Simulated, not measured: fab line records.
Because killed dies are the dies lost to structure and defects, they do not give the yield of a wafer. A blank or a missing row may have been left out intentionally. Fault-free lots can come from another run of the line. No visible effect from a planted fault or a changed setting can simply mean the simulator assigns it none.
What tool caused it?	flow sfq-line	45 wafers from 15 lots sampled at 4 of the route's 325 steps

== WHAT THE GAUGES READ, wafer by wafer ==
The record holds no reading of a measuring or inspecting step that can be judged against a usual standard deviation.

== EACH LOT AND THE TOOL THAT RAN IT (in order: tool; ch and the chambers of the sampled wafers; start) ==
lot	SFQ_TRILAYER_A5C_DEP_PECVD_142	SFQ_TRILAYER_M6_DEP_SPUTTER_157	SFQ_TRILAYER_M7_LITHO_EXPOSE_178	SFQ_TRILAYER_M7_STRIP_STRIP_181
L497	pecvd-04 ch 1,2, day 56 16:22	pvd-sputter-05, day 66 15:14	krf-scanner-02 ch 0, day 80 03:42	rie-metal-02 ch 0,1, day 80 05:13
L500	pecvd-01 ch 0,1, day 57 12:25	pvd-sputter-05, day 67 13:08	krf-scanner-01 ch 0, day 81 02:25	rie-metal-04 ch 0,1, day 81 03:56
L502	pecvd-03 ch 0,1, day 58 04:38	pvd-sputter-03, day 68 02:28	krf-scanner-01, day 81 07:01	rie-metal-01 ch 0,1, day 81 08:44
L503	pecvd-03 ch 0,1,2, day 58 11:50	pvd-sputter-05, day 68 09:40	krf-scanner-01, day 81 12:01	rie-metal-01 ch 0,1, day 81 13:32
L504	pecvd-03 ch 0,1,2, day 58 20:21	pvd-sputter-06, day 68 13:28	krf-scanner-01, day 81 19:37	rie-metal-01 ch 0,1, day 81 20:56
L505	pecvd-01 ch 1,2, day 59 15:32	pvd-sputter-03, day 69 12:16	krf-scanner-01 ch 0, day 83 04:38	rie-metal-04 ch 0,1, day 83 06:09
L507	pecvd-01 ch 0,1, day 60 15:32	pvd-sputter-06, day 69 22:02	krf-scanner-01 ch 0, day 83 13:50	rie-metal-01 ch 0,1, day 83 15:33
L508	pecvd-01 ch 0,2, day 61 06:50	pvd-sputter-05, day 70 11:48	krf-scanner-01 ch 0, day 84 00:50	rie-metal-01 ch 0,1, day 84 02:21
L512	pecvd-03 ch 0,2, day 62 16:26	pvd-sputter-05, day 72 02:38	krf-scanner-02 ch 0, day 85 09:13	rie-metal-04 ch 0,1, day 85 10:44
L513	pecvd-01 ch 1,2, day 62 20:01	pvd-sputter-06, day 72 04:26	krf-scanner-02 ch 0, day 85 10:01	rie-metal-02 ch 0,1, day 85 11:44
L514	pecvd-03 ch 1,2, day 63 20:16	pvd-sputter-05, day 73 05:38	krf-scanner-02 ch 0, day 86 06:49	rie-metal-02 ch 0,1, day 86 08:20
L515	pecvd-04 ch 0,1, day 64 01:04	pvd-sputter-05, day 73 11:38	krf-scanner-02 ch 0, day 86 19:37	rie-metal-02 ch 0, day 86 21:08
L518	pecvd-03 ch 0,2, day 64 19:07	pvd-sputter-03, day 74 00:58	krf-scanner-02 ch 0, day 87 05:01	rie-metal-01 ch 0,1, day 87 06:44
L519	pecvd-01 ch 0,1,2, day 65 19:53	pvd-sputter-06, day 74 15:32	krf-scanner-01 ch 0, day 87 15:53	rie-metal-02 ch 0,1, day 87 17:37
L520	pecvd-04 ch 0, day 65 22:17	pvd-sputter-05, day 74 20:10	krf-scanner-01 ch 0, day 87 23:05	rie-metal-04 ch 0, day 88 00:49
- SFQ_TRILAYER_A5C_DEP_PECVD_142: deposits SiO2 from SiH4/N2O, time 15.556 s, target thk 70 nm.
- SFQ_TRILAYER_M6_DEP_SPUTTER_157: material Nb, target thk 200 nm, time 133.3 s.
- SFQ_TRILAYER_M7_LITHO_EXPOSE_178: exposes mask M7, target cd 500 nm.
- SFQ_TRILAYER_M7_STRIP_STRIP_181: strips in O2.

== AS READ BY THE TOOLS THEMSELVES (means over the sampled wafers that have a number; for cases with no such wafer, the mark the record gives instead) ==
SFQ_TRILAYER_A5C_DEP_PECVD_142. Usual: chamber-pressure-Torr 2.401 Torr, standard deviation 0.0057; heater-power-w 80 W, standard deviation 15; throttle-valve-pct 24.8 %, standard deviation 1.5.
lot	tool	chamber-pressure-Torr (Torr)	heater-power-w (W)	throttle-valve-pct (%)	flag
L497	pecvd-04	2.399	85	23.2	
L500	pecvd-01	2.403	91	25.1	
L502	pecvd-03	2.403	70	25.3	
L503	pecvd-03	2.402	76	25.0	
L504	pecvd-03	2.400	79	25.1	
L505	pecvd-01	2.402	77	26.4	
L507	pecvd-01	2.398	92	25.8	
L508	pecvd-01	2.401	85	25.5	
L512	pecvd-03	2.396	82	25.1	
L513	pecvd-01	2.405	80	26.2	
L514	pecvd-03	2.397	81	26.4	
L515	pecvd-04	2.401	55	23.9	
L518	pecvd-03	2.394	76	24.4	
L519	pecvd-01	2.406	83	25.7	
L520	pecvd-04	2.404	56	23.7	

SFQ_TRILAYER_M6_DEP_SPUTTER_157. Usual: chamber-pressure-pa 0.13326 Pa, standard deviation 0.00026; substrate-temp-c 20.00 C, standard deviation 0.1; throttle-valve-pct 30.1 %, standard deviation 0.96.
lot	tool	chamber-pressure-pa (Pa)	substrate-temp-c (C)	throttle-valve-pct (%)	flag
L497	pvd-sputter-05	0.13310	19.94	30.6	
L500	pvd-sputter-05	0.13322	19.96	30.8	
L502	pvd-sputter-03	0.13329	20.00	30.9	
L503	pvd-sputter-05	0.13355	20.01	30.4	
L504	pvd-sputter-06	0.13345	20.04	29.4	
L505	pvd-sputter-03	0.13332	19.84	29.7	
L507	pvd-sputter-06	0.13341	20.03	29.4	
L508	pvd-sputter-05	0.13326	19.98	30.6	
L512	pvd-sputter-05	0.13320	20.06	30.8	
L513	pvd-sputter-06	0.13326	19.95	29.2	
L514	pvd-sputter-05	0.13308	19.99	30.8	
L515	pvd-sputter-05	0.13338	20.01	30.6	
L518	pvd-sputter-03	0.13335	19.97	30.9	
L519	pvd-sputter-06	0.13324	19.99	29.9	
L520	pvd-sputter-05	0.13349	20.04	30.8	

SFQ_TRILAYER_M7_LITHO_EXPOSE_178. Usual: exposure-dose-mJ-cm2 14.404, standard deviation 0.014; focus-offset-nm 0.1 nm, standard deviation 0.51.
lot	tool	exposure-dose-mJ-cm2	focus-offset-nm (nm)	flag
L497	krf-scanner-02	14.405	0.7	
L500	krf-scanner-01	14.428	0.0	
L502	krf-scanner-01	-	-	OFF
L503	krf-scanner-01	-	-	OFF
L504	krf-scanner-01	-	-	OFF
L505	krf-scanner-01	14.392	0.3	
L507	krf-scanner-01	14.388	0.2	
L508	krf-scanner-01	14.410	-0.2	
L512	krf-scanner-02	14.414	0.8	
L513	krf-scanner-02	14.398	-0.2	
L514	krf-scanner-02	14.391	-0.1	
L515	krf-scanner-02	14.404	-0.3	
L518	krf-scanner-02	14.425	-0.3	
L519	krf-scanner-01	14.390	-0.1	
L520	krf-scanner-01	14.399	0.0	

SFQ_TRILAYER_M7_STRIP_STRIP_181. Usual: drypump-motor-current-A 5.9 A, standard deviation 0.47; oes-product-au 1.000 a.u., standard deviation 0.0066; platen-temp-c 40.01 C, standard deviation 0.12.
lot	tool	drypump-motor-current-A (A)	oes-product-au (a.u.)	platen-temp-c (C)	flag
L497	rie-metal-02	5.7	0.994	40.01	
L500	rie-metal-04	5.6	0.998	40.02	
L502	rie-metal-01	6.1	0.998	39.90	
L503	rie-metal-01	6.3	0.997	40.04	
L504	rie-metal-01	6.1	0.998	39.97	
L505	rie-metal-04	5.6	1.005	40.02	
L507	rie-metal-01	6.1	1.003	40.06	
L508	rie-metal-01	6.1	1.007	40.13	
L512	rie-metal-04	5.4	0.998	39.97	
L513	rie-metal-02	6.0	0.994	40.00	
L514	rie-metal-02	5.7	0.995	39.96	
L515	rie-metal-02	6.3	0.996	39.95	
L518	rie-metal-01	6.3	0.997	39.89	
L519	rie-metal-02	6.0	0.996	39.95	
L520	rie-metal-04	5.1	1.009	39.92	

== THE ANSWER, worked out from the rows above alone ==
Rule: take the mean of a lot's wafers that have a number; if it is more than 3 standard deviations from the usual mean, the lot is off. A lot without any number at a reading at which 4 lots or more have one is off too. Any other lot the step has rows for is counted as sound. The gauges are gone through in route order, then the tools' own readings, and for those a lot's mean is taken as printed above. The first step at which some lot is off is used, and at that step the reading that is off furthest; a lot without a number counts as furthest.
Off: L502, L503, L504 (SFQ_TRILAYER_M7_LITHO_EXPOSE_178, exposure-dose-mJ-cm2). Without a number there: L502, L503, L504.
A tool fits if, at that step or a process step before it, it ran every lot that is off, and no sound lot after the first of them. No candidate that was tried fits.

== WHAT HAD BEEN PUT IN BY THE SIMULATOR ==
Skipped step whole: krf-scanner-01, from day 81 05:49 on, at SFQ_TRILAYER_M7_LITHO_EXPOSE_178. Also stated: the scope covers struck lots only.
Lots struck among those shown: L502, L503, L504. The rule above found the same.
